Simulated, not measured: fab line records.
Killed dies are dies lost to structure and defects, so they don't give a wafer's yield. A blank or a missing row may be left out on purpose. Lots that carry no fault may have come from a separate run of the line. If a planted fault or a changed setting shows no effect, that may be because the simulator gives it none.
Check of tool commonality | flow sky130 | 12 lots and 36 wafers in the sample

## REASON FOR OPENING
SKY_VT_ADJUST_HVTR_TW_MEAS_11, reading VT_ADJUST_HVTR_TW: flagged on 2 of 12 lots. No-fault wafers: 210.8, standard deviation 1.2.
Rule: a lot is flagged when every wafer of it that has a number lies more than 4 standard deviations from that mean, or none has a number. The rest of the lots are taken to be sound.

lot  | measured     | on            | VT_ADJUST_HVTR_TW, wafer by wafer | flag
L213 | day 9 13:05  | film_metro-04 | 213.1 212.4 212.7                 |
L214 | day 9 20:26  | film_metro-04 | 213.1 211.7 212.3                 |
L215 | day 9 20:28  | film_metro-02 | 210.8 209.5 210.5                 |
L216 | day 10 05:31 | film_metro-02 | 210.0 210.6 209.9                 |
L220 | day 11 22:44 | film_metro-02 | 211.1 209.6 211.4                 |
L221 | day 12 01:47 | film_metro-03 | 208.9 208.6 209.4                 |
L225 | day 13 06:51 | film_metro-02 | 224.9 224.8 225.0                 | FLAGGED
L227 | day 13 16:38 | film_metro-04 | 226.6 227.4 225.7                 | FLAGGED
L229 | day 14 08:08 | film_metro-04 | 212.6 212.7 213.5                 |
L234 | day 16 02:16 | film_metro-03 | 210.3 209.2 208.9                 |
L235 | day 16 07:15 | film_metro-03 | 209.1 209.7 209.1                 |
L236 | day 16 14:43 | film_metro-02 | 210.2 211.4 210.5                 |
The mean of the flagged lots' numbers is 225.7, +14.9 from the usual (+12 standard deviations).

## EACH LOT AND THE TOOL IT RAN ON
The record holds 1 process step before the reading, out of a route of 708 steps. Each cell gives the tool, then ch followed by the chambers the sampled wafers passed through, then the start.
lot  | flag    | SKY_VT_ADJUST_HVTR_IMPLANT_09
L213 |         | implanter-01 ch 0, day 9 12:50
L214 |         | implanter-03 ch 0, day 9 20:13
L215 |         | implanter-01 ch 0, day 9 20:14
L216 |         | implanter-02 ch 0, day 10 05:17
L220 |         | implanter-02 ch 0, day 11 22:31
L221 |         | implanter-01 ch 0, day 12 01:32
L225 | FLAGGED | implanter-01 ch 0, day 13 06:38
L227 | FLAGGED | implanter-01 ch 0, day 13 16:23
L229 |         | implanter-02 ch 0, day 14 07:55
L234 |         | implanter-03 ch 0, day 16 02:02
L235 |         | implanter-03 ch 0, day 16 07:00
L236 |         | implanter-02 ch 0, day 16 14:29
What the steps here do:
- SKY_VT_ADJUST_HVTR_IMPLANT_09
- SKY_VT_ADJUST_HVTR_TW_MEAS_11

## FLAGGED AGAINST TOTAL, ONE TOOL AT A TIME (gauges that did the reading follow at the end)
step                          | tool          | lots run | flagged | share of the flagged lots | sound lots run after its first flagged lot
SKY_VT_ADJUST_HVTR_IMPLANT_09 | implanter-01  | 5        | 2       | all                       | 0
SKY_VT_ADJUST_HVTR_IMPLANT_09 | implanter-02  | 4        | 0       | none                      | -
SKY_VT_ADJUST_HVTR_IMPLANT_09 | implanter-03  | 3        | 0       | none                      | -
SKY_VT_ADJUST_HVTR_TW_MEAS_11 | film_metro-02 | 5        | 1       | some                      | 1 (L236)
SKY_VT_ADJUST_HVTR_TW_MEAS_11 | film_metro-03 | 3        | 0       | none                      | -
SKY_VT_ADJUST_HVTR_TW_MEAS_11 | film_metro-04 | 4        | 1       | some                      | 1 (L229)

## THE TABLE: WHAT IT ALLOWS
1 row of the table ran every flagged lot: implanter-01 at SKY_VT_ADJUST_HVTR_IMPLANT_09.
- implanter-01 at SKY_VT_ADJUST_HVTR_IMPLANT_09: 2 of its 5 lots flagged. Its last sound lot is L221 (day 12 01:32), its first flagged lot L225 (day 13 06:38): a fault that began between those two fits. Its own readings lie more than 4 standard deviations out on every wafer of the flagged lots: beam_on_s, end_station_pressure_torr, faraday_current_uA.
One tool is left: implanter-01 at SKY_VT_ADJUST_HVTR_IMPLANT_09.

## WHAT HAD BEEN PUT IN BY THE SIMULATOR
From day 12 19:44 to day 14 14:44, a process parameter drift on implanter-01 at SKY_VT_ADJUST_HVTR_IMPLANT_09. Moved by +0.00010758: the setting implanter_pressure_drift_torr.
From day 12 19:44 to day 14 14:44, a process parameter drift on implanter-01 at SKY_VT_ADJUST_HVTR_IMPLANT_09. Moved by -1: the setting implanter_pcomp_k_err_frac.
Lots struck among those shown: L225, L227. This agrees with what the rule above found.
